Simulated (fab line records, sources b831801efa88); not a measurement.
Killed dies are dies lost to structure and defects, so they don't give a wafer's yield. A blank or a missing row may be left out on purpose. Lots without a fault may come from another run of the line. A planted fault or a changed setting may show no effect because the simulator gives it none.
Which tool did it? | flow sky130 | 13 lots, 39 wafers sampled, at 4 steps of a route of 708

WHAT THE GAUGES READ, wafer by wafer
SKY_SD_P_OVL_MEAS_08. Usual: SD_P_OVL 0.5 nm, standard deviation 1.6.
lot  | measured     | on         | SD_P_OVL (nm) | flag
L188 | day 25 08:47 | overlay-01 | -0.4 1.7 0.2  |
L189 | day 25 10:38 | overlay-02 | 4.8 5.1 2.7   |
L191 | day 26 11:56 | overlay-01 | 0.9 -0.5 0.9  |
L196 | day 28 11:17 | overlay-01 | 0.3 -0.2 0.2  |
L197 | day 28 20:28 | overlay-02 | 1.6 -0.4 1.1  |
L198 | day 29 09:29 | overlay-01 | 0.2 -1.3 0.3  |
L201 | day 31 19:28 | overlay-02 | 1.0 0.6 -2.4  |
L202 | day 31 20:35 | overlay-01 | 1.9 2.5 2.1   |
L204 | day 31 22:52 | overlay-02 | 2.0 1.0 0.6   |
L206 | day 32 05:31 | overlay-01 | 0.8 -1.5 0.7  |
L208 | day 32 12:52 | overlay-01 | 0.2 2.0 2.0   |
L209 | day 33 00:28 | overlay-02 | 1.6 0.2 1.8   |
L210 | day 33 06:59 | overlay-02 | 0.2 2.0 1.4   |

SKY_SD_N_RS_MEAS_16: measures by four-point-probe. Usual: SD_N_RS 68.51 ohm/sq, standard deviation 0.11.
lot  | measured     | on            | SD_N_RS (ohm/sq)  | flag
L188 | day 27 21:52 | film_metro-01 | 68.59 68.49 68.50 |
L189 | day 28 00:35 | film_metro-01 | 68.50 68.69 68.55 |
L191 | day 28 23:45 | film_metro-04 | 68.61 68.51 68.46 |
L196 | day 30 19:22 | film_metro-03 | 68.60 68.57 68.66 |
L197 | day 31 05:26 | film_metro-04 | 68.50 68.51 68.43 |
L198 | day 31 18:19 | film_metro-03 | 68.45 68.46 68.42 |
L201 | day 34 02:41 | film_metro-03 | 68.39 68.41 68.46 |
L202 | day 34 04:23 | film_metro-01 | 68.62 68.52 68.47 |
L204 | day 34 06:14 | film_metro-04 | 68.59 68.41 68.42 |
L206 | day 34 12:41 | film_metro-01 | 68.44 68.53 68.47 |
L208 | day 34 20:42 | film_metro-04 | 68.52 68.54 68.49 |
L209 | day 35 07:37 | film_metro-01 | 68.72 68.81 68.62 |
L210 | day 35 13:42 | film_metro-04 | 68.74 68.70 68.63 |

SKY_CAP2M_OVL_MEAS_12. Usual: CAP2M_OVL 1.1 nm, standard deviation 1.5.
lot  | measured     | on         | CAP2M_OVL (nm) | flag
L188 | day 40 20:25 | overlay-02 | 0.9 1.9 1.8    |
L189 | day 40 20:43 | overlay-02 | -0.5 0.6 0.8   |
L191 | day 41 17:28 | overlay-01 | -0.3 1.5 2.5   |
L196 | day 43 04:37 | overlay-02 | 2.5 1.9 2.6    |
L197 | day 43 12:52 | overlay-01 | 0.0 -0.4 0.4   |
L198 | day 43 23:58 | overlay-01 | 0.5 1.8 1.6    |
L201 | day 45 20:41 | overlay-02 | -0.6 3.6 -0.5  |
L202 | day 45 22:19 | overlay-01 | 0.7 1.3 -0.6   |
L204 | day 46 00:17 | overlay-01 | 1.5 3.8 2.8    |
L206 | day 46 05:27 | overlay-01 | -1.9 -0.5 0.7  |
L208 | day 46 09:52 | overlay-01 | -1.0 -1.5 -0.3 |
L209 | day 46 19:59 | overlay-01 | 2.7 3.9 1.2    |
L210 | day 47 01:05 | overlay-02 | 1.7 -0.4 0.2   |

WHICH TOOL RAN EACH LOT (tool, then ch and the chambers of the sampled wafers, then the start)
lot  | SKY_VIA3_CMP_02
L188 | cmp-01 ch 0,2,3, day 38 16:31
L189 | cmp-01 ch 1,2,3, day 38 16:55
L191 | cmp-01 ch 0,1,2, day 39 14:14
L196 | cmp-01 ch 0,1,2, day 41 03:44
L197 | cmp-01 ch 0,1,3, day 41 12:38
L198 | cmp-01 ch 0,2,3, day 42 00:44
L201 | cmp-02 ch 0,2, day 44 00:14
L202 | cmp-02 ch 1,2,3, day 44 02:07
L204 | cmp-02 ch 0,2,3, day 44 03:54
L206 | cmp-02 ch 1,3, day 44 09:02
L208 | cmp-02 ch 0,2, day 44 14:20
L209 | cmp-01 ch 0,3, day 45 00:41
L210 | cmp-02 ch 0,2,3, day 45 05:25
- SKY_VIA3_CMP_02: polishes SiO2.

WHAT THE TOOLS THEMSELVES READ (means of the sampled wafers that have a number; where no wafer has one, the mark that the record gives instead)
SKY_VIA3_CMP_02. Usual: motor_current_A 12.9 A, standard deviation 1.1.
lot  | tool   | motor_current_A (A) | flag
L188 | cmp-01 | 12.8                |
L189 | cmp-01 | 13.1                |
L191 | cmp-01 | 14.1                |
L196 | cmp-01 | 13.6                |
L197 | cmp-01 | 13.1                |
L198 | cmp-01 | 13.2                |
L201 | cmp-02 | 12.6                |
L202 | cmp-02 | 12.0                |
L204 | cmp-02 | 12.1                |
L206 | cmp-02 | 12.4                |
L208 | cmp-02 | 13.0                |
L209 | cmp-01 | 12.4                |
L210 | cmp-02 | 12.6                |

THE ANSWER, worked out from the rows above alone
Rule: a lot is off if the mean of its wafers that have a number lies more than 3 standard deviations from the usual mean. A lot without any number at a reading at which 4 lots or more have one is off too. The other lots that the step has rows for count as sound. The gauges are gone through in route order, then the tools' own readings, and for those a lot's mean is taken as printed above. The first step at which some lot is off is used, and at that step the reading that is off furthest; a lot without a number counts as furthest.
No lot is off at any reading shown: from this, nothing can be told.

WHAT THE SIMULATOR HAD PUT IN
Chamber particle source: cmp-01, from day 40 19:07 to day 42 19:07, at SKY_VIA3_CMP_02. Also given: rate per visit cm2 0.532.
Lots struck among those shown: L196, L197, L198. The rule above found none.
